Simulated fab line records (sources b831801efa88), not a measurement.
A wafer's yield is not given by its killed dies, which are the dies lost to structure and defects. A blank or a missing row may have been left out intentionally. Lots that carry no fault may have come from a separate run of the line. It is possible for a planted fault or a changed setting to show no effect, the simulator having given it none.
Problem report in the 8D (eight disciplines) form, filled by code | flow gf180mcu | the parts of the form that need people (team, actions taken, sign-off) are left out

== 1. THE ISSUE ==
V2_CVD_02_THK at GF_V2_THK_MEAS_03 reads a mean of 349 nm on 1 wafer of 1 lot; wafers without a fault read 848 nm with a standard deviation of 11. Relative to the usual mean, that is a shift of -45 standard deviations.
The first sign was on wafer L571.4 at day 25 23:54, on film_metro-03. The record holds 39 wafers of 13 lots with a number at this step. Rule for "out", or "out of limits": more than 4 standard deviations from the usual mean. All remaining wafers that have a number are taken as sound.

== 2. WHAT IT IS, WHAT IT ISN'T ==
question                    | is                | is not
which readings at this step | V2_CVD_02_THK     | -
which lots                  | L571              | L553, L554, L555, L556, L559, L560, L562, L563, L565, L570, L572, L575
which wafers of those lots  | L571.4            | L571.5, L571.6
read on which gauges        | film_metro-03     | film_metro-01, film_metro-04
when                        | from day 25 23:54 | up to then (32 sound wafers); but 6 sound wafers of L572, L575 came after

== 3. WHAT RULES OUT EACH SUSPECT ==
Counting: any tool at a process step up to the reading remains a suspect provided it ran every lot that is out. Sound lots after the first of them don't rule it out here, since some wafers of a struck lot are sound.
- the gauge at GF_V2_THK_MEAS_03: ruled out. All the wafers that are out were read on film_metro-03, but those of them that GF_V2_CMP_04 has rows for are out there too, on other tools.
- pvd_sputter-01 at GF_M1_SPUTTER_04 (material TiN, target thk 50 nm, time 41.7 s): kept. It ran the lot that is out, L571 (day 23 03:11); its last sound lot up to then is L562 (day 20 10:40).
- rie_diel-03 at GF_V1_ETCH_16 (etches BARC in N2/H2): kept. It ran the lot that is out, L571 (day 25 00:57); its last sound lot up to then is L570 (day 24 17:10).
- pvd_sputter-04 at GF_M2_SPUTTER_04 (material TiN, target thk 50 nm, time 41.7 s): kept. It ran the lot that is out, L571 (day 25 02:31); its last sound lot up to then is L570 (day 24 18:43).
- pecvd-03 at GF_V2_CVD_02 (deposits SiO2 from TEOS, target thk 850 nm, time 94.851 s): kept. It ran the lot that is out, L571 (day 25 23:50); its last sound lot up to then is L565 (day 24 02:46).
- In rie_diel-03 at GF_V1_ETCH_16, the wafers that are out were processed in chamber 2 and their sound lot-mates in chambers 0, 1.
- In pecvd-03 at GF_V2_CVD_02, the wafers that are out were processed in chamber 0 and their sound lot-mates in chambers 1, 2.
Left after counting: pvd_sputter-01 at GF_M1_SPUTTER_04, rie_diel-03 at GF_V1_ETCH_16, pvd_sputter-04 at GF_M2_SPUTTER_04, pecvd-03 at GF_V2_CVD_02.

== 4. THE CAUSE (what the simulator had put in) ==
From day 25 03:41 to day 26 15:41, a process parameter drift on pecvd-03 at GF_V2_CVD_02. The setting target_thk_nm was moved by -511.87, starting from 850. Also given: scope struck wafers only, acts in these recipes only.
Counting leaves 4 suspects; this tool is one of them.

== 5. THE CHAIN OF EFFECTS, in route order ==
Each row: a reading whose mean over the struck wafers that have a number lies more than 3 standard deviations from the usual. Only readings whose record carries a usual standard deviation are examined. hours: median over the lots of the time between each lot's start at the first step of this table that gives one and its start at this step. sigmas: the change, counted in usual standard deviations.
hours | step              | reading            | usual      | on struck wafers | change | sigmas
0     | GF_V2_THK_MEAS_03 | V2_CVD_02_THK      | 848 nm     | 349              | -499   | -45
0     | GF_V2_CMP_04      | time_to_endpoint_s | 82 s       | 19               | -63    | -13
-     | GF_V2_ETCH_17     | oes_product_au     | 0.857 a.u. | 0.646            | -0.211 | -43
Here are the process steps it includes:
- GF_V2_CMP_04: polishes SiO2.
- GF_V2_ETCH_17: etches SiO2 in C4F8/O2/Ar, stops on TiN, target depth 630 nm.

== 6. HOW IT WOULD HAVE BEEN CAUGHT EARLIER ==
The first out-of-limits reading at a measuring or inspecting step in this record came at day 25 23:54, 20 hours after the fault's start at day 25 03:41.
Of the tool readings at GF_V2_CVD_02 for which the record gives a usual standard deviation, none was out on any struck wafer, so an alarm limit of 4 standard deviations on them would not have fired.
By day 25 23:54 the whole set of lots that are out, 1 in number, had already begun GF_V2_CVD_02 on pecvd-03. Had the tool been put on hold then, not one of them would have been saved.
